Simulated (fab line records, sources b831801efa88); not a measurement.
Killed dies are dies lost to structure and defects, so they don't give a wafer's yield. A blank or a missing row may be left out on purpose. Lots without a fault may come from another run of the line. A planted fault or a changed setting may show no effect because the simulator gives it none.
fab line records | flow sfq_line
record lots=6 wafers=18 last_day=82
route steps=325 shown INCOMING@1 L0@3 L0V@16 M0@28 M8@325
lots that met no fault: from a run of the same line without faults
start_h: hours from the record's first day to the start of the lot's first wafer shown | wait_h: hours since the lot's step before | " the same as in the row above | L1.1+2: a row that stands for several wafers | - no value, or no start given | * or withheld: withheld | < > ~ a bound
route shown NAME@n: a module of which the file shows steps, and the number in the route of the first | usual: mean/standard deviation of fault-free wafers | same: alike in all rows | chamber/n: place in a boat | sites: the reading at each site | _std_site: their standard deviation | _edge_site: outer sites' mean less inner sites' | radius_mm: how far each site lies from the wafer's centre | mask NAME#n: copy n | behind: the tool/chamber that last shaped the wafer | hold: why the lot was held/for how many hours/how that ended | device: the transistor (n, p or np) that didn't switch | end of line: the same wafers' tests at the end of the route | a step without rows: its recipe alone | killed: dies lost to structure and defects at the first sort, not the wafer's yield | map: a wafer's dies, x killed, . not, _ none there
set.NAME: the setting as run; set.NAME@STEP: as run at that earlier step | model.NAME: the simulator's own value behind a step, which no gauge read
lots at some steps of the route; a table a step, a row a wafer
services: from which hour (start_h, from the record's first day; less than 0 if before it) a tool's chamber was out of use, for how many hours, and why
## steps
# step SFQ_INCOMING_BOW_MEAS_900
# recipe mode=bow
# usual INCOMING_BOW=0/6.6
# columns lot.wafer tool chamber start_h wait_h INCOMING_BOW[um]
L900.1 film_metro-02 - 10.00 - 0
L900.3 " - " " 4
L900.6 " - " " -6
L906.1 film_metro-03 - 40.00 - -14
L906.5 " - " " -17
L906.6 " - " " 0
L913.2 film_metro-02 - 75.02 - 4
L913.5 " - " " -4
L913.6 " - " " 6
L916.1 film_metro-04 - 90.10 - -5
L916.2 " - " " 1
L916.5 " - " " 10
L917.1 film_metro-02 - 95.00 - 13
L917.2 " - " " -4
L917.4 " - " " 3
L918.2 film_metro-04 - 100.02 - 1
L918.5 " - " " -1
L918.6 " - " " 5
# step SFQ_TRILAYER_INCOMING_OXIDATION_002
# recipe temp_c=1000 ambient=H2O target_thk_a=5000 p_h2o_torr=720 ox_time_s=4939
# step SFQ_TRILAYER_L0_DEP_SPUTTER_003
# recipe material=MoNx_KI base_pressure_pa=1.33e-06 target_thk_nm=40 power_w=800 time_s=100 chamber_pressure_pa=0.4126
# usual base_pressure_pa=1.35e-06/1.2e-07 throttle_valve_pct=29.7/0.86
# columns lot.wafer tool chamber start_h wait_h base_pressure_pa throttle_valve_pct model.MoNx_KI_of_TRILAYER_L0_DEP_SPUTTER_003.thk_nm
L900.1 pvd_sputter-06 - 12.49 0.0 1.2e-06 30.4 40.11
L900.3 " - " " 1.33e-06 28.6 40.15
L900.6 " - " " 1.35e-06 30.7 40.06
L906.1 pvd_sputter-05 - 42.49 0.0 1.37e-06 28.5 39.71
L906.5 " - " " 1.23e-06 30.1 39.52
L906.6 " - " " 1.17e-06 29.8 39.52
L913.2 pvd_sputter-06 - 77.49 0.0 1.48e-06 30.5 55.46
L913.5 " - " " 1.27e-06 30.3 55.75
L913.6 " - " " 1.05e-06 28.6 55.5
L916.1 pvd_sputter-06 - 92.59 0.0 1.42e-06 28.9 55.75
L916.2 " - " " 1.31e-06 28.1 55.52
L916.5 " - " " 1.38e-06 29.0 55.59
L917.1 pvd_sputter-05 - 97.49 0.0 1.45e-06 30.3 39.79
L917.2 " - " " 1.31e-06 28.5 39.75
L917.4 " - " " 1.28e-06 30.5 39.73
L918.2 pvd_sputter-03 - 102.49 0.0 1.44e-06 30.6 40.29
L918.5 " - " " 1.51e-06 30.6 39.93
L918.6 " - " " 1.55e-06 29.5 40.37
# step SFQ_L0_RS_MEAS_901
# recipe thk_meas_gauge=four-point-probe reads=MoNx_KI_of_TRILAYER_L0_DEP_SPUTTER_003
# usual L0_MONX_KI_RS=43.5/0.4
# columns lot.wafer tool chamber start_h wait_h hold L0_MONX_KI_RS[ohm/sq]
L900.1 film_metro-01 - 12.56 0.0 - 43.5
L900.3 " - " " - 43.5
L900.6 " - " " - 43.5
L906.1 film_metro-01 - 42.56 0.0 - 43.9
L906.5 " - " " - 44.0
L906.6 " - " " - 44.1
L913.2 film_metro-02 - 77.58 0.1 await_dispo/0.2h/release 31.3
L913.5 " - " " await_dispo/0.2h/release 31.2
L913.6 " - " " await_dispo/0.2h/release 31.3
L913.2 film_metro-02 - 77.87 0.3 - 31.3
L913.5 " - " " - 31.2
L913.6 " - " " - 31.3
L916.1 film_metro-03 - 92.67 0.0 await_dispo/0.2h/release 31.2
L916.2 " - " " await_dispo/0.2h/release 31.4
L916.5 " - " " await_dispo/0.2h/release 31.3
L916.1 film_metro-03 - 92.95 0.3 - 31.2
L916.2 " - " " - 31.4
L916.5 " - " " - 31.3
L917.1 film_metro-02 - 97.56 0.0 - 43.7
L917.2 " - " " - 43.7
L917.4 " - " " - 43.8
L918.2 film_metro-03 - 102.58 0.1 - 43.1
L918.5 " - " " - 43.7
L918.6 " - " " - 43.1
# step SFQ_L0_THK_MEAS_902
# recipe thk_meas_gauge=xrf reads=MoNx_KI_of_TRILAYER_L0_DEP_SPUTTER_003
# usual L0_MONX_KI_THK=39.7/0.38
# columns lot.wafer tool chamber start_h wait_h hold L0_MONX_KI_THK[nm]
L900.1 film_metro-01 - 12.68 0.1 - 40.0
L900.3 " - " " - 39.8
L900.6 " - " " - 40.1
L906.1 film_metro-01 - 42.68 0.1 - 39.2
L906.5 " - " " - 39.0
L906.6 " - " " - 38.8
L913.2 film_metro-02 - 80.70 2.8 await_dispo/0.2h/release 54.8
L913.5 " - " " await_dispo/0.2h/release 55.2
L913.6 " - " " await_dispo/0.2h/release 55.2
L913.2 film_metro-02 - 80.93 0.2 - 55.1
L913.5 " - " " - 55.3
L913.6 " - " " - 54.9
L917.1 film_metro-02 - 97.68 0.1 - 39.4
L917.2 " - " " - 39.5
L917.4 " - " " - 39.4
L916.1 film_metro-01 - 98.68 5.7 await_dispo/0.2h/release 55.6
L916.2 " - " " await_dispo/0.2h/release 55.1
L916.5 " - " " await_dispo/0.2h/release 55.0
L916.1 film_metro-01 - 100.09 1.4 - 55.2
L916.2 " - " " - 54.9
L916.5 " - " " - 55.0
L918.2 film_metro-03 - 102.69 0.1 - 39.9
L918.5 " - " " - 39.8
L918.6 " - " " - 39.8
# step SFQ_TRILAYER_L0_LITHO_COAT_005
# recipe resist=KrF spin_rpm=3000 resist_thk_nm=600
# step SFQ_TRILAYER_L0_LITHO_SOFTBAKE_009
# recipe temp_c=withheld time_s=withheld resist=KrF
# step SFQ_TRILAYER_L0_LITHO_EXPOSE_006
# recipe mask_id=L0 na=0.6 source_shape=conventional sigma_outer=0.65 target_cd_nm=2000 dose_mj=14.4
# step SFQ_TRILAYER_L0_LITHO_PEB_008
# recipe peb_temp_c=115 peb_time_s=60 resist=KrF
# step SFQ_TRILAYER_L0_LITHO_DEVELOP_007
# recipe time_s=60 resist=KrF
# step SFQ_TRILAYER_L0_BARC_OPEN_METAL_ETCH_010
# recipe mask_material=PR chemistry=O2 target_depth_nm=125 target=BARC icp_w=600 bias_w=80 pressure_mtorr=10 time_s=41.7
# usual drypump_motor_current_A=5.3/0.36 oes_product_au=0.685/0.0046
# same time_s=41.7
# columns lot.wafer tool chamber start_h wait_h drypump_motor_current_A oes_product_au rf_hours_counter_h
L900.1 rie_metal-01 0 37.22 0.1 5.2 0.682 49
L900.3 " 1 " " 5.6 0.680 -
L900.6 " 0 " " 5.2 0.680 -
L906.1 rie_metal-03 0 70.39 0.1 4.8 0.688 155
L906.5 " 1 " " 5.7 0.685 -
L906.6 " 0 " " 4.8 0.687 -
L913.2 rie_metal-01 1 105.29 0.1 5.6 0.680 33
L913.5 " 1 " " 5.6 0.687 -
L913.6 " 0 " " 5.2 0.688 -
L916.1 rie_metal-03 1 119.69 0.1 5.8 0.678 12
L916.2 " 0 " " 4.8 0.686 164
L916.5 " 0 " " 4.8 0.684 -
L917.1 rie_metal-04 1 124.49 0.1 5.5 0.680 135
L917.2 " 0 " " 5.0 0.684 97
L917.4 " 0 " " 5.1 0.683 -
L918.2 rie_metal-01 0 128.09 0.1 5.3 0.682 65
L918.5 " 0 " " 5.2 0.682 -
L918.6 " 1 " " 5.6 0.693 -
# step SFQ_TRILAYER_L0_ETCH_METAL_ETCH_008
# recipe target=MoNx_KI stop_on=SiO2 mask_material=PR chemistry=SF6/O2 target_depth_nm=50 icp_w=600 bias_w=80 pressure_mtorr=10 time_s=25
# usual drypump_motor_current_A=5.3/0.36 oes_product_au=0.874/0.0061
# same time_s=25
# columns lot.wafer tool chamber start_h wait_h drypump_motor_current_A oes_product_au rf_hours_counter_h
L900.1 rie_metal-01 0 37.28 0.0 5.2 0.877 49
L900.3 " 1 " " 5.6 0.883 -
L900.6 " 0 " " 5.2 0.866 -
L906.1 rie_metal-03 0 70.45 0.0 4.8 0.870 155
L906.5 " 1 " " 5.7 0.867 -
L906.6 " 0 " " 4.8 0.878 -
L913.2 rie_metal-01 1 105.35 0.0 5.6 0.999 33
L913.5 " 1 " " 5.6 0.999 -
L913.6 " 0 " " 5.2 1.009 -
L916.1 rie_metal-03 1 119.75 0.0 5.8 1.007 12
L916.2 " 0 " " 4.8 1.008 164
L916.5 " 0 " " 4.8 1.015 -
L917.1 rie_metal-04 1 124.55 0.0 5.4 0.873 135
L917.2 " 0 " " 5.0 0.868 97
L917.4 " 0 " " 5.0 0.880 -
L918.2 rie_metal-01 0 128.15 0.0 5.2 0.877 65
L918.5 " 0 " " 5.2 0.876 -
L918.6 " 1 " " 5.6 0.883 -
# step SFQ_TRILAYER_L0_STRIP_STRIP_009
# recipe gas=O2 power_w=200 platen_temp_c=40 overash_fraction=0.65 chemistry=O2 pressure_mtorr=50
# usual drypump_motor_current_A=5.3/0.35 oes_product_au=1.006/0.0076
# columns lot.wafer tool chamber start_h wait_h drypump_motor_current_A oes_product_au rf_hours_counter_h
L900.1 rie_metal-01 0 37.32 0.0 5.2 1.014 49
L900.3 " 1 " " 5.6 0.999 -
L900.6 " 0 " " 5.2 1.012 -
L906.1 rie_metal-03 0 70.50 0.0 4.8 1.004 155
L906.5 " 1 " " 5.8 1.013 -
L906.6 " 0 " " 4.8 1.014 -
L913.2 rie_metal-01 1 105.40 0.0 5.6 1.005 33
L913.5 " 1 " " 5.6 1.001 -
L913.6 " 0 " " 5.2 1.005 -
L916.1 rie_metal-03 1 119.80 0.0 5.8 1.012 12
L916.2 " 0 " " 4.8 1.005 164
L916.5 " 0 " " 4.8 1.012 -
L917.1 rie_metal-04 1 124.60 0.0 5.4 1.000 135
L917.2 " 0 " " 5.1 1.013 97
L917.4 " 0 " " 5.0 1.007 -
L918.2 rie_metal-01 0 128.20 0.0 5.2 1.008 66
L918.5 " 0 " " 5.2 1.003 -
L918.6 " 1 " " 5.6 0.998 -
# step SFQ_TRILAYER_L0_STRIP_SOLV_CLEAN_010
# recipe chemistry=NMP temp_c=70 time_s=600
# step SFQ_TRILAYER_L0_CAP_PECVD_011
# recipe material=SiO2 temp_c=150 time_s=13.333 pressure_torr=2.4 rf_w=183.3 precursor=SiH4/N2O target_thk_nm=60
# usual heater_power_w=82/15 throttle_valve_pct=24.5/1.7
# same time_s=13.333
# columns lot.wafer tool chamber start_h wait_h heater_power_w since_wet_clean_h throttle_valve_pct
L900.1 pecvd-02 2 38.13 0.0 92 1322 22.9
L900.3 " 1 " " 78 1322 27.3
L900.6 " 2 " " 92 - 22.9
L906.1 pecvd-02 1 71.27 0.0 72 1355 27.1
L906.5 " 0 " " 90 - 27.7
L906.6 " 2 " " 81 - 23.1
L913.2 pecvd-04 1 106.17 0.0 120 267 23.4
L913.5 " 1 " " 120 - 23.2
L913.6 " 2 " " 61 - 22.9
L916.1 pecvd-02 2 120.57 0.0 92 1404 22.9
L916.2 " 1 " " 72 1404 27.2
L916.5 " 1 " " 72 - 27.1
L917.1 pecvd-04 0 125.37 0.0 80 287 23.4
L917.2 " 2 " " 71 287 23.0
L917.4 " 2 " " 71 - 22.7
L918.2 pecvd-02 2 128.97 0.0 80 1413 22.7
L918.5 " 1 " " 76 - 27.0
L918.6 " 2 " " 82 - 22.6
# step SFQ_TRILAYER_L0_VIA_LITHO_COAT_018
# recipe resist=BARC spin_rpm=3000 resist_thk_nm=62
# step SFQ_TRILAYER_L0_VIA_LITHO_COAT_013
# recipe resist=KrF spin_rpm=3063 resist_thk_nm=650
# step SFQ_TRILAYER_L0_VIA_LITHO_SOFTBAKE_017
# recipe temp_c=withheld time_s=withheld resist=KrF
# step SFQ_TRILAYER_L0_VIA_LITHO_EXPOSE_014
# recipe mask_id=L0V na=0.6 source_shape=conventional sigma_outer=0.65 target_cd_nm=700 dose_mj=21.3
# step SFQ_TRILAYER_L0_VIA_LITHO_PEB_016
# recipe peb_temp_c=115 peb_time_s=60 resist=KrF
# step SFQ_TRILAYER_L0_VIA_LITHO_DEVELOP_015
# recipe time_s=60 resist=KrF
# step SFQ_L0V_OVL_MEAS_903
# usual L0V_OVL=-1/4.9
# columns lot.wafer tool chamber start_h wait_h L0V_OVL[nm]
L900.1 overlay-01 - 101.88 0.1 3
L900.3 " - " " 6
L900.6 " - " " 2
L906.1 overlay-01 - 144.16 0.1 -1
L906.5 " - " " -1
L906.6 " - " " -7
L913.2 overlay-02 - 184.51 0.1 -4
L913.5 " - " " -2
L913.6 " - " " 4
L916.1 overlay-01 - 198.91 0.1 -2
L916.2 " - " " -7
L916.5 " - " " -7
L917.1 overlay-01 - 207.31 0.1 4
L917.2 " - " " 1
L917.4 " - " " 4
L918.2 overlay-01 - 213.31 0.1 8
L918.5 " - " " 4
L918.6 " - " " 4
# step SFQ_TRILAYER_L0_VIA_BARC_OPEN_VIA_ETCH_021
# recipe mask_material=PR chemistry=O2 target_depth_nm=125 target=BARC source_w=500 bias_w=80 pressure_mtorr=30 time_s=41.7
# usual drypump_motor_current_A=5.9/0.32 oes_product_au=0.685/0.0043
# same time_s=41.7
# columns lot.wafer tool chamber start_h wait_h drypump_motor_current_A oes_product_au rf_hours_counter_h
L900.1 rie_diel-03 1 101.91 0.0 5.6 0.681 6
L900.3 " 2 " " 6.2 0.683 135
L900.6 " 0 " " 5.9 0.685 -
L906.1 rie_diel-03 3 144.19 0.0 6.1 0.685 62
L906.5 " 3 " " 6.1 0.687 -
L906.6 " 2 " " 6.3 0.689 -
L913.2 rie_diel-03 2 184.54 0.0 6.2 0.687 137
L913.5 " 2 " " 6.2 0.690 -
L913.6 " 1 " " 5.6 0.682 -
L916.1 rie_diel-01 3 198.94 0.0 5.7 0.683 25
L916.2 " 1 " " 5.6 0.686 141
L916.5 " 3 " " 5.7 0.690 -
L917.1 rie_diel-03 3 207.34 0.0 6.1 0.680 63
L917.2 " 2 " " 6.2 0.689 137
L917.4 " 0 " " 6.0 0.681 51
L918.2 rie_diel-01 0 213.34 0.0 6.0 0.678 136
L918.5 " 1 " " 5.6 0.691 -
L918.6 " 2 " " 5.6 0.683 -
# step SFQ_TRILAYER_L0_VIA_ETCH_VIA_ETCH_016
# recipe target=SiO2 stop_on=MoNx_KI mask_material=PR chemistry=CHF3 target_depth_nm=80 source_w=500 bias_w=80 pressure_mtorr=30 time_s=withheld
# step SFQ_TRILAYER_L0_VIA_STRIP_STRIP_017
# recipe gas=O2 power_w=200 platen_temp_c=40 overash_fraction=0.65 chemistry=O2 pressure_mtorr=50
# usual drypump_motor_current_A=5.3/0.32 oes_product_au=1.002/0.0093
# columns lot.wafer tool chamber start_h wait_h drypump_motor_current_A oes_product_au rf_hours_counter_h
L900.1 rie_metal-04 1 102.00 - 5.4 1.007 131
L900.3 " 0 " " 5.0 1.027 -
L900.6 " 0 " " 5.0 1.014 -
L906.1 rie_metal-03 1 144.28 - 5.8 1.015 16
L906.5 " 1 " " 5.8 1.008 -
L906.6 " 0 " " 4.8 1.006 -
L913.2 rie_metal-02 1 184.63 - 5.2 0.996 101
L913.5 " 0 " " 5.3 1.000 -
L913.6 " 1 " " 5.3 0.996 -
L916.1 rie_metal-02 0 199.03 - 5.3 0.989 54
L916.2 " 1 " " 5.3 0.995 103
L916.5 " 1 " " 5.3 0.999 -
L917.1 rie_metal-02 1 207.43 - 5.3 0.999 104
L917.2 " 0 " " 5.3 0.993 54
L917.4 " 1 " " 5.3 0.993 -
L918.2 rie_metal-04 0 213.43 - 5.0 0.996 113
L918.5 " 0 " " 5.0 1.003 -
L918.6 " 1 " " 5.4 0.986 -
# step SFQ_TRILAYER_L0_VIA_STRIP_SOLV_CLEAN_018
# recipe chemistry=NMP temp_c=70 time_s=600
# step SFQ_TRILAYER_M0_DEP_PRE_CLEAN_020
# recipe gas=Ar time_s=15 bias_v=250
# step SFQ_TRILAYER_M0_DEP_SPUTTER_019
# recipe material=Nb base_pressure_pa=1.33e-06 chamber_pressure_pa=0.1333 substrate_temp_c=20 resputter_cathode_voltage_v=400 target_thk_nm=200 power_w=1958 time_s=133.3
# step SFQ_M0_RS_MEAS_904
# recipe thk_meas_gauge=four-point-probe reads=Nb_of_TRILAYER_M0_DEP_SPUTTER_019
# usual M0_NB_RS=0.911/0.0088
# columns lot.wafer tool chamber start_h wait_h M0_NB_RS[ohm/sq]
L900.1 film_metro-01 - 102.89 0.0 0.929
L900.3 " - " " 0.929
L900.6 " - " " 0.924
L906.1 film_metro-04 - 145.17 0.0 0.920
L906.5 " - " " 0.912
L906.6 " - " " 0.903
L913.2 film_metro-01 - 185.54 0.1 0.923
L913.5 " - " " 0.918
L913.6 " - " " 0.922
L916.1 film_metro-04 - 199.92 0.0 0.897
L916.2 " - " " 0.907
L916.5 " - " " 0.909
L917.1 film_metro-04 - 208.32 0.0 0.910
L917.2 " - " " 0.907
L917.4 " - " " 0.911
L918.2 film_metro-02 - 214.34 0.1 0.923
L918.5 " - " " 0.919
L918.6 " - " " 0.915
# step SFQ_TRILAYER_M0_LITHO_COAT_026
# recipe resist=BARC spin_rpm=3000 resist_thk_nm=62
# step SFQ_M8_BOW_MEAS_951
# recipe mode=bow
# usual M8_BOW=8/9.6
# columns lot.wafer tool chamber start_h wait_h M8_BOW[um] model.etest.l0.ohm_sq model.etest.l0.comb_log10_ohm
L900.1 film_metro-03 - 1625.48 0.0 16 43.39 12
L900.3 " - " " 19 43.35 12
L900.6 " - " " 9 43.45 12
L906.1 film_metro-03 - 1675.77 0.0 -8 43.83 12
L906.5 " - " " -8 44.04 12
L906.6 " - " " 9 44.04 12
L913.2 film_metro-01 - 1948.14 0.0 26 31.38 0
L913.5 " - " " 18 31.22 0
L913.6 " - " " 27 31.36 0
L916.1 film_metro-01 - 1955.58 0.0 0 31.22 0
L916.2 " - " " 5 31.35 0
L916.5 " - " " 14 31.31 0
L917.1 film_metro-04 - 1960.38 0.0 27 43.74 12
L917.2 " - " " 9 43.78 12
L917.4 " - " " 19 43.8 12
L918.2 film_metro-04 - 1970.12 0.0 14 43.19 12
L918.5 " - " " 13 43.59 12
L918.6 " - " " 18 43.11 12
## services
# columns tool chamber start_h hours kind
rie_diel-01 2 4.77 3.5 repair
pvd_sputter-05 - 14.36 6.4 repair
rie_metal-03 1 33.16 - clean
rie_metal-03 1 33.16 - consumable_replace:focus_ring
rie_metal-03 1 33.16 15.3 scheduled_down
pecvd-04 - 35.16 2.8 pm
pecvd-04 - 52.76 0.8 repair
rie_diel-03 2 59.62 5.0 repair
pvd_sputter-06 - 93.25 4.6 repair
pvd_sputter-03 - 94.26 5.1 repair
pvd_sputter-05 - 106.23 12.8 repair
pecvd-02 - 119.31 1.1 repair
pvd_sputter-05 - 121.52 3.6 repair
rie_diel-03 0 131.44 16.1 repair
pecvd-02 - 146.08 2.3 repair
rie_diel-01 - 149.05 0.6 repair
pecvd-04 - 160.91 0.5 repair
rie_metal-01 - 183.82 4.3 pm
rie_metal-03 1 185.83 1.6 repair
rie_diel-03 - 191.62 2.8 pm
pecvd-02 - 194.25 14.0 pm
pecvd-02 - 208.25 2.8 pm
pecvd-04 - 211.27 6.0 pm
pecvd-02 - 212.16 1.2 repair
## key
first_sign step=SFQ_L0_RS_MEAS_901 reading=visit direction=added
effect step=SFQ_L0_RS_MEAS_901 reading=L0_MONX_KI_RS direction=down sigmas=30 usual=43.5 struck=31.3
effect step=SFQ_L0_THK_MEAS_902 reading=visit direction=added
effect step=SFQ_L0_THK_MEAS_902 reading=L0_MONX_KI_THK direction=up sigmas=40 usual=39.7 struck=55.2
effect step=SFQ_TRILAYER_L0_ETCH_METAL_ETCH_008 reading=oes_product_au direction=up sigmas=22 usual=0.874 struck=1.006
model_effect step=SFQ_TRILAYER_L0_DEP_SPUTTER_003 value=MoNx_KI_of_TRILAYER_L0_DEP_SPUTTER_003.thk_nm without=40 struck=55.59
model_effect step=SFQ_M8_BOW_MEAS_951 value=etest.l0.ohm_sq without=43.51 struck=31.31
met_at SFQ_TRILAYER_L0_DEP_SPUTTER_003
struck_wafers L913.2,L913.5,L913.6,L916.1,L916.2,L916.5
onset_between 12.49 77.49
fault kind=process_parameter_drift tool=pvd_sputter-06 chamber=- onset_h=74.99 steps=SFQ_TRILAYER_L0_DEP_SPUTTER_003 channel=target_thk_nm offset=15.596 shape=step end_h=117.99 acts_in=these_recipes_only stated=40
